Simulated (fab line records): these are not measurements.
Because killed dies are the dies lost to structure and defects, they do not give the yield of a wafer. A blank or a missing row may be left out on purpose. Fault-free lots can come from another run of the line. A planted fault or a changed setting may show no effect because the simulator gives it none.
The tool behind it: which one? | flow sky130 | 13 lots, 39 wafers sampled, at 4 steps of a route of 708

== WHAT THE GAUGES READ, wafer by wafer ==
SKY_POLY_GATE_CD_MEAS_13: the cd target is 150 nm. Usual: cd nm at 150.0 nm, with a standard deviation of 1.4.
lot  | measured     | on        | cd nm (nm)        | flag
L101 | day 16 01:01 | cd sem-02 | 151.5 149.8 151.3 |
L102 | day 16 15:10 | cd sem-01 | 150.2 151.7 151.8 |
L103 | day 17 07:05 | cd sem-02 | 150.1 148.3 148.4 |
L104 | day 17 15:13 | cd sem-01 | 151.0 149.2 150.3 |
L106 | day 18 03:48 | cd sem-02 | 151.0 149.8 152.1 |
L111 | day 20 15:35 | cd sem-01 | 149.5 149.5 148.5 |
L112 | day 20 18:01 | cd sem-02 | 148.2 147.9 148.4 |
L114 | day 21 05:24 | cd sem-01 | 151.4 152.0 151.3 |
L116 | day 22 03:23 | cd sem-02 | 149.1 148.2 147.3 |
L117 | day 22 16:23 | cd sem-02 | 149.1 149.6 149.5 |
L118 | day 23 15:38 | cd sem-01 | 149.2 150.0 148.8 |
L121 | day 23 20:22 | cd sem-02 | 150.8 151.1 149.7 |
L122 | day 24 04:35 | cd sem-02 | 149.6 150.1 149.2 |

SKY_POLY_CUT_OVL_MEAS_09. Usual: POLY_CUT_OVL -2 nm, standard deviation 5.4.
lot  | measured     | on         | POLY_CUT_OVL (nm) | flag
L101 | day 23 22:13 | overlay-01 | -5 -5 -10         |
L102 | day 24 09:46 | overlay-02 | 1 6 4             |
L103 | day 25 09:45 | overlay-02 | -5 -4 0           |
L104 | day 25 13:25 | overlay-01 | -12 -6 -8         |
L106 | day 25 23:27 | overlay-02 | -3 -1 -6          |
L111 | day 28 07:40 | overlay-01 | 2 4 3             |
L112 | day 28 09:15 | overlay-01 | -2 -1 -2          |
L114 | day 28 19:28 | overlay-02 | 2 -4 -3           |
L116 | day 29 17:27 | overlay-01 | -9 -15 -6         |
L117 | day 30 05:55 | overlay-02 | 2 4 0             |
L118 | day 31 02:05 | overlay-02 | -9 -4 -4          |
L121 | day 31 05:48 | overlay-02 | 4 7 -2            |
L122 | day 31 15:37 | overlay-02 | -3 6 1            |

== WHICH TOOL RAN EACH LOT (tool, then ch and the chambers of the sampled wafers, then the start) ==
lot  | SKY_LDD_LDN_IMPLANT_11          | SKY_LDD_LDN_STRIP_12
L101 | implanter-03 ch 0, day 22 13:14 | plasma asher-04 ch 0,1, day 22 13:22
L102 | implanter-01 ch 0, day 23 02:06 | plasma asher-02 ch 0,1, day 23 02:15
L103 | implanter-01 ch 0, day 24 03:20 | plasma asher-01 ch 0,1, day 24 03:26
L104 | implanter-03 ch 0, day 24 04:01 | plasma asher-02 ch 0,1, day 24 04:10
L106 | implanter-03 ch 0, day 24 15:31 | plasma asher-04 ch 0,1, day 24 15:40
L111 | implanter-03 ch 0, day 26 23:50 | plasma asher-02 ch 0,1, day 26 23:58
L112 | implanter-03 ch 0, day 27 01:58 | plasma asher-04 ch 0,1, day 27 02:06
L114 | implanter-01 ch 0, day 27 13:14 | plasma asher-01 ch 0,1, day 27 13:21
L116 | implanter-02 ch 0, day 28 10:33 | plasma asher-01 ch 0,1, day 28 10:41
L117 | implanter-02 ch 0, day 29 00:01 | plasma asher-04 ch 1, day 29 00:10
L118 | implanter-01 ch 0, day 29 20:08 | plasma asher-02 ch 0,1, day 29 20:14
L121 | implanter-03 ch 0, day 30 00:52 | plasma asher-04 ch 0,1, day 30 01:00
L122 | implanter-02 ch 0, day 30 09:50 | plasma asher-01 ch 0, day 30 09:57
- SKY_LDD_LDN_IMPLANT_11
- SKY_LDD_LDN_STRIP_12: strips in O2/N2.

== AS READ BY THE TOOLS THEMSELVES (means over the sampled wafers that have a number; for cases with no such wafer, the mark the record gives instead) ==
SKY_LDD_LDN_IMPLANT_11. Usual: dose ions cm2 at 1.2502e+13, with a standard deviation of 1.5e+10.
lot  | tool         | dose ions cm2 | flag
L101 | implanter-03 | 1.2509e+13    |
L102 | implanter-01 | 1.2500e+13    |
L103 | implanter-01 | 1.2508e+13    |
L104 | implanter-03 | 1.2500e+13    |
L106 | implanter-03 | 1.2499e+13    |
L111 | implanter-03 | 1.2304e+13    | OFF
L112 | implanter-03 | 1.2301e+13    | OFF
L114 | implanter-01 | 1.2471e+13    |
L116 | implanter-02 | 1.2516e+13    |
L117 | implanter-02 | 1.2507e+13    |
L118 | implanter-01 | 1.2522e+13    |
L121 | implanter-03 | 1.2507e+13    |
L122 | implanter-02 | 1.2502e+13    |

SKY_LDD_LDN_STRIP_12. Usual: drypump motor current A 5.8 A, standard deviation 0.56; oes product au 0.715 a.u., standard deviation 0.0048; strip time to endpoint s 14.21 s, standard deviation 0.041.
lot  | tool            | drypump motor current A (A) | oes product au (a.u.) | strip time to endpoint s (s) | flag
L101 | plasma asher-04 | 5.1                         | 0.715                 | 14.20                        |
L102 | plasma asher-02 | 6.3                         | 0.717                 | 14.21                        |
L103 | plasma asher-01 | 5.6                         | 0.717                 | 14.20                        |
L104 | plasma asher-02 | 6.4                         | 0.712                 | 14.22                        |
L106 | plasma asher-04 | 5.1                         | 0.721                 | 14.26                        |
L111 | plasma asher-02 | 6.4                         | 0.717                 | 14.23                        |
L112 | plasma asher-04 | 5.1                         | 0.712                 | 14.21                        |
L114 | plasma asher-01 | 5.6                         | 0.711                 | 14.14                        |
L116 | plasma asher-01 | 5.6                         | 0.715                 | 14.20                        |
L117 | plasma asher-04 | 5.1                         | 0.718                 | 14.17                        |
L118 | plasma asher-02 | 6.4                         | 0.709                 | 14.21                        |
L121 | plasma asher-04 | 5.1                         | 0.715                 | 14.22                        |
L122 | plasma asher-01 | 6.1                         | 0.715                 | 14.17                        |

== THE ANSWER, worked out from the rows above alone ==
Rule: take the mean of a lot's wafers that have a number; if it is more than 3 standard deviations from the usual mean, the lot is off. A lot without any number at a reading at which 4 lots or more have one is off too. All remaining lots with rows at the step are treated as sound. First the gauges in route order, then the tools' own readings, where a lot's mean is used as printed above. At the first step where some lot is off, the reading lying furthest off is the one used; lots without a number count as furthest.
Off: L111, L112 (SKY_LDD_LDN_IMPLANT_11, dose ions cm2).
A tool fits if, at that step or a process step before it, it ran every lot that is off, and no sound lot after the first of them. None of those tried fits.

== WHAT THE SIMULATOR PUT IN ==
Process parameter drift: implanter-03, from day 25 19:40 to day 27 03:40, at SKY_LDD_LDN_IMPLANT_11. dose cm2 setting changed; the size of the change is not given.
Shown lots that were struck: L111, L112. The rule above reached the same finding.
